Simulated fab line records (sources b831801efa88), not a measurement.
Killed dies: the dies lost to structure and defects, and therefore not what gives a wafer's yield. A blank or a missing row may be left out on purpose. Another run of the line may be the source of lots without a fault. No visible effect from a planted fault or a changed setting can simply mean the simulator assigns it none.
Split-lot study ; flow gf180mcu ; 23 wafers read across 5 lots, on a route 602 steps long

== THE SPLIT ==
At GF_VT_IMPLANT_COAT_02 (resist thk 1000 nm), the setting spin-rpm was moved away from the recipe's 3000 rpm on 5 of the 23 wafers read, by -3.6% to +5.6%. The other wafers ran this setting at the recipe's value.

The reading is taken at the split's own step.

== THE READING ==
NOVOLAK_of_VT_IMPLANT_COAT_02.thk-nm (the simulator's own value, which no gauge read), in nm, at GF_VT_IMPLANT_COAT_02 (resist thk 1000 nm). There is no usual value for it anywhere in the file. Here, 18 wafers ran the recipe; their average is 1001.1 nm with a standard deviation of 4.7 nm.

wafer;tool, chamber at the split;spin-rpm as run, rpm;against the recipe;NOVOLAK_of_VT_IMPLANT_COAT_02.thk-nm, nm;against lot-mates on the recipe
L074.1;litho-track-02, 0;3168;+5.6%;974.8;-25.8
L074.3;litho-track-02, 0;3000;recipe;1001;-
L074.4;litho-track-02, 0;3000;recipe;998.7;-
L074.5;litho-track-02, 0;3000;recipe;1002;-
L074.6;litho-track-02, 0;3168;+5.6%;973.1;-27.5
L076.1;litho-track-03, 0;3000;recipe;1008;-
L076.2;litho-track-03, 0;3000;recipe;1007;-
L076.4;litho-track-03, 0;3000;recipe;1007;-
L076.5;litho-track-03, 0;3000;recipe;1009;-
L076.6;litho-track-03, 0;3000;recipe;1006;-
L077.1;litho-track-02, 0;3000;recipe;995.3;-
L077.2;litho-track-02, 0;3000;recipe;995.4;-
L077.3;litho-track-02, 0;3000;recipe;996.8;-
L077.4;litho-track-02, 0;3000;recipe;995.8;-
L077.5;litho-track-02, 0;3000;recipe;994.7;-
L079.1;litho-track-03, 0;3000;recipe;1001;-
L079.2;litho-track-03, 0;3000;recipe;1003;-
L079.5;litho-track-03, 0;3000;recipe;1003;-
L082.1;litho-track-03, 0;2893;-3.6%;1017;+19.3
L082.2;litho-track-03, 0;3000;recipe;995.4;-
L082.4;litho-track-03, 0;2893;-3.6%;1018;+20.3
L082.5;litho-track-03, 0;2893;-3.6%;1013;+15.3
L082.6;litho-track-03, 0;3000;recipe;1000;-

FIT RESULTS
A straight line over all 23 wafers: NOVOLAK_of_VT_IMPLANT_COAT_02.thk-nm changes by -4.59 nm for each +1% of spin-rpm; r = -0.91; the points scatter about the line by 4.5 nm.
The same after taking each lot's own level away (the mean of its wafers on the recipe; 23 wafers): -4.9 nm for each +1%; r = -0.99; scatter 1.5 nm.
On that fit, the largest move of spin-rpm shifts the reading by 27 nm.
Across the lots, their own levels run from 995.60 to 1007.40 nm, a range of 2.5 times the standard deviation given above.
Consequently the slope shifts little with the lot-to-lot level, the two slopes agreeing.
Check: for one of the wafers moved furthest among these (+5.6%), held out of the fit, the line's prediction against its lot-mates is -28 nm. It came out at -25.8 nm against them.

== OTHER SPLITS ON THESE WAFERS ==
Other splits were also applied to these wafers ahead of the reading. Each is held against what the fit with the lots' levels taken away leaves over:
other split on the same wafers;wafers away from the commonest value;r with NOVOLAK_of_VT_IMPLANT_COAT_02.thk-nm (lot level and that fit taken away)
GF_STI_CVD_03 pressure-mtorr;15;+0.01
GF_DNWELL_COAT_02 spin-rpm;8;+0.35
GF_MVSD_IMPLANT_08 energy-kev;7;+0.24
GF_MVPSD_SOFTBAKE_03 temp-c;10;+0.44

== THE WHOLE CHAIN: every reading that the file lists as answering this split, in the file's order ==
step;what it does;reading;change (the file's fit);r (the file's)
GF_VT_IMPLANT_COAT_02;resist thk 1000 nm;NOVOLAK_of_VT_IMPLANT_COAT_02.thk-nm (the simulator's own value, which no gauge read);-4.84 nm for each +1% of the setting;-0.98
GF_VT_IMPLANT_STRIP_09;strips in O2/N2;strip-time-to-endpoint-s;withheld for each +1% of the setting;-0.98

== THE FILE'S OWN FIT ==
NOVOLAK_of_VT_IMPLANT_COAT_02.thk-nm changes by -4.84 nm for each +1% of spin-rpm, r = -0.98.
